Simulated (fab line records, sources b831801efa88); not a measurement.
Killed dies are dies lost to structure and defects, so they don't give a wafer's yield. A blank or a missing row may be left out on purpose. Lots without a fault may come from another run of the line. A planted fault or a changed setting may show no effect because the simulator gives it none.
fab line records | flow gf180mcu | part 2 of 2: steps 32 to 42 of 42
record lots=5 wafers=15 last_day=33
route steps=602 shown HV_LDD@197 NSD@235
lots that met no fault: from a run of the same line without faults
start_h: hours from the record's first day to the start of the lot's first wafer shown | wait_h: hours since the lot's step before | " the same as in the row above | L1.1+2: a row that stands for several wafers | - no value, or no start given | * or withheld: withheld | < > ~ a bound
route shown NAME@n: a module of which the file shows steps, and the number in the route of the first | usual: mean/standard deviation of fault-free wafers | same: alike in all rows | chamber/n: place in a boat | sites: the reading at each site | _std_site: their standard deviation | _edge_site: outer sites' mean less inner sites' | radius_mm: how far each site lies from the wafer's centre | mask NAME#n: copy n | behind: the tool/chamber that last shaped the wafer | hold: why the lot was held/for how many hours/how that ended | device: the transistor (n, p or np) that didn't switch | end of line: the same wafers' tests at the end of the route | a step without rows: its recipe alone | killed: dies lost to structure and defects at the first sort, not the wafer's yield | map: a wafer's dies, x killed, . not, _ none there
set.NAME: the setting as run; set.NAME@STEP: as run at that earlier step | model.NAME: the simulator's own value behind a step, which no gauge read
lots at some steps of the route; a table a step, a row a wafer
services: from which hour (start_h, from the record's first day; less than 0 if before it) a tool's chamber was out of use, for how many hours, and why
## steps
# step GF_HV_LDD_RTA_52
# recipe temp_c=1000 time_s=10 ambient=N2
# usual anneal_temp_c_max=1005.0/1.2 chamber_o2_ppm=2.000/0.019 lamp_power_pct=31.4/2.3 wafer_temp_C_max=1005.9/2.4
# columns lot.wafer tool chamber start_h wait_h anneal_temp_c_max chamber_o2_ppm lamp_power_pct wafer_temp_C_max
L080.1 rtp_anneal-02 0 324.94 0.0 1004.3 1.993 28.5 1002.7
L080.3 " 0 " " 1003.1 1.994 28.5 1002.1
L080.4 " 0 " " 1003.6 2.006 28.5 1001.7
L081.1 rtp_anneal-01 0 329.84 0.0 1006.4 2.016 33.2 1005.4
L081.5 " 0 " " 1004.3 1.989 33.2 1006.5
L081.6 " 0 " " 1004.7 1.975 33.2 1006.8
L084.1 rtp_anneal-01 0 361.54 0.0 1008.4 1.970 33.2 1007.6
L084.3 " 0 " " 1005.6 1.978 33.2 1005.9
L084.4 " 0 " " 1006.3 1.987 33.2 1008.7
L089.3 rtp_anneal-01 0 397.77 0.0 1005.5 2.055 33.3 1007.1
L089.4 " 0 " " 1005.8 2.045 33.2 1011.5
L089.5 " 0 " " 1005.3 2.064 33.2 1008.1
L093.1 rtp_anneal-01 0 426.23 0.0 1005.0 2.010 33.2 1005.6
L093.4 " 0 " " 1005.5 1.980 33.2 1006.1
L093.6 " 0 " " 1006.0 1.986 33.2 1008.8
# step GF_HV_LDD_RS_MEAS_53
# recipe thk_meas_gauge=four-point-probe
# usual HV_LDD_RS=418.0/0.97
# columns lot.wafer tool chamber start_h wait_h HV_LDD_RS[ohm/sq]
L080.1 film_metro-04 - 325.01 0.1 418.0
L080.3 " - " " 417.6
L080.4 " - " " 416.9
L081.1 film_metro-02 - 329.91 0.1 417.9
L081.5 " - " " 416.7
L081.6 " - " " 416.9
L084.1 film_metro-02 - 361.61 0.1 417.6
L084.3 " - " " 417.8
L084.4 " - " " 418.2
L089.3 film_metro-04 - 397.85 0.1 419.7
L089.4 " - " " 420.0
L089.5 " - " " 419.9
L093.1 film_metro-04 - 426.29 0.1 419.7
L093.4 " - " " 418.6
L093.6 " - " " 418.9
# step GF_HV_LDD_CVD_54
# recipe material=SiO2 target_thk_nm=10 precursor=TEOS temp_c=680 time_s=75 pressure_mtorr=400
# usual pressure_mtorr=400.1/0.67 zone_power_centre_pct=10.3/0.36
# columns lot.wafer tool chamber start_h wait_h pressure_mtorr zone_power_centre_pct
L080.1 lpcvd-01 1 325.13 0.1 400.7 10.6
L080.3 " 1 " " 401.7 10.7
L080.4 " 1 " " 400.7 10.6
L081.1 lpcvd-01 1 330.03 0.1 401.3 11.0
L081.5 " 1 " " 401.0 10.6
L081.6 " 1 " " 401.0 10.7
L084.1 lpcvd-01 1 361.73 0.1 400.4 10.8
L084.3 " 1 " " 401.0 10.8
L084.4 " 1 " " 400.1 10.9
L089.3 lpcvd-02 0 397.93 0.1 400.9 10.4
L089.4 " 0 " " 400.5 10.6
L089.5 " 0 " " 399.7 10.7
L093.1 lpcvd-01 0 426.41 0.1 400.5 10.0
L093.4 " 0 " " 400.0 9.8
L093.6 " 0 " " 399.6 10.0
# step GF_HV_LDD_THK_MEAS_55
# recipe reads=SiO2_of_HV_LDD_CVD_54
# usual HV_LDD_CVD_54_THK=9.92/0.12
# columns lot.wafer tool chamber start_h wait_h HV_LDD_CVD_54_THK[nm]
L080.1 film_metro-02 - 326.15 0.0 9.92
L080.3 " - " " 9.94
L080.4 " - " " 9.88
L081.1 film_metro-04 - 331.05 0.0 10.06
L081.5 " - " " 10.03
L081.6 " - " " 10.11
L084.1 film_metro-04 - 363.26 0.0 9.88
L084.3 " - " " 9.99
L084.4 " - " " 9.97
L089.3 film_metro-02 - 398.97 0.0 9.81
L089.4 " - " " 9.98
L089.5 " - " " 9.87
L093.1 film_metro-01 - 427.52 0.1 9.94
L093.4 " - " " 9.99
L093.6 " - " " 10.01
# step GF_HV_LDD_CVD_56
# recipe material=Si3N4 precursor=DCS/NH3 target_thk_nm=90 temp_c=770 time_s=1543 pressure_mtorr=250
# usual pressure_mtorr=249.9/0.54 zone_power_centre_pct=13.0/0.41
# columns lot.wafer tool chamber start_h wait_h pressure_mtorr zone_power_centre_pct
L080.1 lpcvd-02 0 326.21 0.1 249.9 13.5
L080.3 " 0 " " 249.4 13.2
L080.4 " 0 " " 249.4 13.2
L081.1 lpcvd-02 0 331.11 0.1 250.6 13.5
L081.5 " 0 " " 249.4 13.1
L081.6 " 0 " " 250.6 13.5
L084.1 lpcvd-01 0 363.32 0.1 250.3 12.2
L084.3 " 0 " " 250.3 12.6
L084.4 " 0 " " 250.4 12.8
L089.3 lpcvd-02 1 399.01 0.0 250.0 12.8
L089.4 " 1 " " 250.2 12.8
L089.5 " 1 " " 249.5 13.1
L093.1 lpcvd-01 0 427.58 0.1 249.1 12.4
L093.4 " 0 " " 249.6 12.5
L093.6 " 0 " " 250.2 12.4
# step GF_HV_LDD_THK_MEAS_57
# recipe reads=Si3N4_of_HV_LDD_CVD_56
# usual HV_LDD_CVD_56_THK=89.8/0.74
# columns lot.wafer tool chamber start_h wait_h HV_LDD_CVD_56_THK[nm]
L080.1 film_metro-01 - 327.64 0.0 89.4
L080.3 " - " " 89.0
L080.4 " - " " 89.1
L081.1 film_metro-04 - 332.54 0.0 89.6
L081.5 " - " " 88.9
L081.6 " - " " 89.3
L084.1 film_metro-02 - 365.47 0.0 89.2
L084.3 " - " " 89.8
L084.4 " - " " 89.3
L089.3 film_metro-01 - 400.46 0.0 89.3
L089.4 " - " " 89.7
L089.5 " - " " 89.6
L093.1 film_metro-02 - 429.01 0.0 89.8
L093.4 " - " " 90.9
L093.6 " - " " 89.8
# step GF_HV_LDD_ETCHBACK_58
# recipe chemistry=CH3F/O2 target=Si3N4 stop_on=SiO2 source_w=400 bias_w=80 pressure_mtorr=25 ch3f_flow_sccm=40 O2_flow_sccm=30 time_s=100 target_depth_a=900
# usual drypump_motor_current_A=5.8/0.45 oes_product_au=0.842/0.006 throttle_valve_pct=10.560/0.0087
# columns lot.wafer tool chamber start_h wait_h drypump_motor_current_A oes_product_au rf_hours_counter_h throttle_valve_pct
L080.1 rie_diel-01 3 327.70 0.1 6.2 0.839 97 10.554
L080.3 " 2 " " 5.9 0.848 54 10.555
L080.4 " 0 " " 6.0 0.842 3 10.558
L081.1 rie_diel-01 3 332.60 0.1 6.2 0.838 97 10.553
L081.5 " 2 " " 5.9 0.844 - 10.560
L081.6 " 1 " " 5.6 0.841 - 10.557
L084.1 rie_diel-01 0 365.53 0.1 5.9 0.844 3 10.556
L084.3 " 3 " " 6.1 0.844 98 10.542
L084.4 " 1 " " 5.6 0.831 77 10.549
L089.3 rie_diel-04 0 400.50 0.0 6.7 0.842 103 10.555
L089.4 " 3 " " 5.2 0.843 4 10.555
L089.5 " 0 " " 6.8 0.838 - 10.557
L093.1 rie_diel-02 3 429.07 0.1 5.2 0.848 3 10.565
L093.4 " 0 " " 5.5 0.851 3 10.555
L093.6 " 3 " " 5.2 0.846 - 10.560
# step GF_NSD_DEHYDRATE_00
# recipe temp_c=200 time_s=60
# columns lot.wafer tool chamber start_h wait_h
L080.1+3+4 litho_track-03 0 337.18 9.4
L081.1+5+6 litho_track-03 0 343.48 10.8
L084.1+3+4 litho_track-01 0 376.09 10.5
L089.3+4+5 litho_track-01 0 412.09 11.6
L093.1+4+6 litho_track-01 0 440.89 11.8
# step GF_NSD_HMDS_01
# recipe prime_time_s=60 prime_temp_c=120
# columns lot.wafer tool chamber start_h wait_h
L080.1+3+4 litho_track-03 0 337.33 0.1
L081.1+5+6 litho_track-03 0 343.63 0.1
L084.1+3+4 litho_track-01 0 376.24 0.1
L089.3+4+5 litho_track-01 0 412.24 0.1
L093.1+4+6 litho_track-01 0 441.04 0.1
# step GF_NSD_COAT_02
# recipe resist=NOVOLAK spin_rpm=3000 resist_thk_nm=1000
# columns lot.wafer tool chamber start_h wait_h
L080.1+3+4 litho_track-03 0 337.48 0.1
L081.1+5+6 litho_track-03 0 343.78 0.1
L084.1+3+4 litho_track-01 0 376.39 0.1
L089.3+4+5 litho_track-01 0 412.39 0.1
L093.1+4+6 litho_track-01 0 441.19 0.1
# step GF_NSD_SOFTBAKE_03
# recipe temp_c=90 time_s=60 resist=NOVOLAK
# columns lot.wafer tool chamber start_h wait_h
L080.1+3+4 litho_track-03 0 337.63 0.1
L081.1+5+6 litho_track-03 0 343.93 0.1
L084.1+3+4 litho_track-01 0 376.54 0.1
L089.3+4+5 litho_track-01 0 412.54 0.1
L093.1+4+6 litho_track-01 0 441.34 0.1
## services
# columns tool chamber start_h hours kind
implanter-01 - 267.59 1.1 repair
implanter-01 - 280.61 2.9 repair
implanter-01 - 281.21 5.9 repair
rie_diel-04 2 285.74 8.1 repair
plasma_asher-04 - 291.85 4.3 pm
rie_diel-01 0 294.26 8.9 repair
rie_diel-02 2 300.10 15.7 repair
rie_diel-04 2 301.29 6.8 repair
iline_stepper-02 - 305.75 2.1 pm
rie_diel-02 - 319.50 0.2 repair
implanter-02 - 320.26 5.3 repair
rie_diel-02 2 320.36 5.9 repair
implanter-01 - 321.67 1.6 repair
rie_diel-01 3 322.83 1.2 repair
iline_stepper-02 - 331.12 1.7 pm
implanter-02 - 341.86 2.8 repair
iline_stepper-01 - 350.94 1.7 pm
implanter-04 - 358.83 1.8 repair
iline_stepper-01 - 371.86 8.1 repair
rie_diel-01 - 381.12 14.6 pm
iline_stepper-01 - 391.86 0.6 repair
lpcvd-01 - 392.91 0.7 repair
plasma_asher-02 - 411.97 14.6 pm
plasma_asher-04 - 421.25 9.0 pm
